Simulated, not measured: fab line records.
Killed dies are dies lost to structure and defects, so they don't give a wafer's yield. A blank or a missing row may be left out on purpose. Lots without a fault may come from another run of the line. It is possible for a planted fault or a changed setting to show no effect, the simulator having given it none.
Which tool was responsible?	flow sky130	11 lots, 33 wafers sampled, at 3 steps of a route of 708

WHAT THE GAUGES READ, wafer by wafer
SKY_CAP2M_OVL_MEAS_12.
lot	measured	on	CAP2M_OVL (nm)
L167	day 41 03:41	overlay-02	-1.1 -1.5 -3.0
L169	day 41 21:31	overlay-01	-0.5 -1.2 -0.1
L170	day 42 02:35	overlay-01	-4.4 -2.1 -3.4
L171	day 42 15:23	overlay-02	-1.5 -0.8 -2.4
L181	day 45 03:20	overlay-01	-2.5 -2.7 -3.8
L184	day 45 11:28	overlay-02	-0.7 -1.8 -1.0
L183	day 45 11:49	overlay-01	-2.9 -1.5 -1.8
L185	day 46 00:44	overlay-02	-0.7 -2.4 -1.5
L186	day 46 04:34	overlay-01	-1.5 -0.5 0.2
L187	day 46 10:41	overlay-02	-2.5 -1.5 -1.5
L188	day 46 14:50	overlay-02	0.8 0.0 -0.6

SKY_METAL4_OVL_MEAS_14.
lot	measured	on	METAL4_OVL (nm)
L167	day 42 04:02	overlay-02	-7 -5 -4
L169	day 42 21:55	overlay-02	-7 -11 -16
L170	day 43 03:12	overlay-01	9 9 6
L171	day 43 14:55	overlay-01	3 -2 -1
L181	day 46 01:34	overlay-02	-3 -6 -2
L184	day 46 09:20	overlay-02	8 11 8
L183	day 46 10:49	overlay-01	-4 7 -7
L185	day 46 22:55	overlay-02	-3 -5 -13
L186	day 47 02:11	overlay-02	7 4 10
L187	day 47 08:36	overlay-02	-1 -5 2
L188	day 47 11:17	overlay-01	-1 -1 3

SKY_VIA4_BOW_MEAS_03.
lot	measured	on	VIA4_BOW (um)
L167	day 42 05:31	film_metro-03	76 83 64
L169	day 42 23:24	film_metro-03	75 74 84
L170	day 43 04:55	film_metro-03	72 70 75
L171	day 43 16:38	film_metro-02	88 93 97
L181	day 46 03:04	film_metro-02	72 74 73
L184	day 46 11:00	film_metro-03	97 93 85
L183	day 46 12:29	film_metro-03	63 72 83
L185	day 47 00:29	film_metro-03	85 95 96
L186	day 47 03:41	film_metro-02	71 65 70
L187	day 47 10:08	film_metro-03	67 71 71
L188	day 47 13:20	film_metro-02	90 87 91

TOOL THAT RAN EACH LOT (tool first, then ch and the chambers of the sampled wafers, then the start)
No process step before these readings appears in the record.

WHAT THE TOOLS THEMSELVES READ (means of the sampled wafers that have a number; where no wafer has one, the mark that the record gives instead)
The record holds no such reading with a usual standard deviation.

THE ANSWER, worked out from the rows above alone
Rule: the lots themselves supply what counts as usual. Put in order of their means at a reading, lots are off if they are a third of the lots or fewer, leave a main group of 4 or more, and stand apart from it by a gap of 3 or more times the standard deviation of the main group's means; of several such gaps the widest counts. If all means in a main group match to the digits the tables above print for the reading, that group is not used. A lot without any number at a reading at which 4 lots or more have one is off too. Any other lot the step has rows for is counted as sound. First the gauges in route order, then the tools' own readings, where a lot's mean is used as printed above. The first step at which some lot is off is used, and at that step the reading that is off furthest; a lot without a number counts as furthest.
No lot is off on any of the readings shown, so nothing can be concluded from this.

WHAT HAD BEEN PUT IN BY THE SIMULATOR
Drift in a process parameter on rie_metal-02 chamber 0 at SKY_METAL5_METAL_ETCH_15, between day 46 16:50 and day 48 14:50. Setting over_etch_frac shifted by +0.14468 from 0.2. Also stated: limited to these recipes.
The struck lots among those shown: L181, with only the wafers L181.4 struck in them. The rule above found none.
